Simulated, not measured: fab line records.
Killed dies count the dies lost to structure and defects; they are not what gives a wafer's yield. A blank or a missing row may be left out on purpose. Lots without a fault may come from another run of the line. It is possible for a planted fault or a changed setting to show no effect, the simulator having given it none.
Matching of chambers	flow sky130	cmp-02 running SKY_VIA4_CMP_02: 4 sister chambers
The step polishes SiO2. 8 wafers are shown with their chamber, then 12 later ones without.

WAFERS PAIRED WITH THEIR CHAMBERS
wafer	chamber	motorCurrentA (A)
L429.1	2	11.6
L429.5	0	11.9
L433.2	1	11.5
L433.3	2	11.5
L433.6	3	10.4
L434.1	1	12.0
L434.2	3	11.3
L434.4	0	12.5

WAFERS WITH NO CHAMBER GIVEN
wafer	motorCurrentA (A)
L437.1	10.9
L437.4	12.0
L437.5	11.5
L439.1	12.1
L439.2	12.2
L439.6	11.0
L441.1	11.3
L441.3	11.6
L441.6	11.2
L442.1	11.4
L442.5	12.1
L442.6	10.7

WHICH CHAMBER EACH WENT THROUGH
wafer	from the rows above	in truth
L437.1	can't be placed: 3 or 2 or 1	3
L437.4	can't be placed: 0 or 1 or 2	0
L437.5	can't be placed: 2 or 1 or 3 or 0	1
L439.1	can't be placed: 0 or 1 or 2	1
L439.2	can't be placed: 0 or 1 or 2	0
L439.6	can't be placed: 3 or 2 or 1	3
L441.1	can't be placed: 2 or 1 or 3 or 0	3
L441.3	can't be placed: 2 or 1 or 0 or 3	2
L441.6	can't be placed: 3 or 2 or 1 or 0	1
L442.1	can't be placed: 2 or 1 or 3 or 0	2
L442.5	can't be placed: 0 or 1 or 2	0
L442.6	can't be placed: 3 or 2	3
0 of 12 placed correctly. From these rows, 12 cannot be placed; in 12 the true chamber is one of the candidates. Placed wrongly: 0.
How it was worked out, from the rows above alone: a wafer's distance from a chamber is the root of the sum, over the readings, of the square of ((its reading less the chamber's mean) divided by the reading's scatter). The wafer belongs to the nearest chamber; if the next one is less than 2 further off, it can't be placed. A chamber's mean is the mean of its shown wafers. The scatter is the square root of a quotient: the sum, over the shown wafers, of each reading's squared deviation from its chamber's mean, divided by wafers minus chambers.
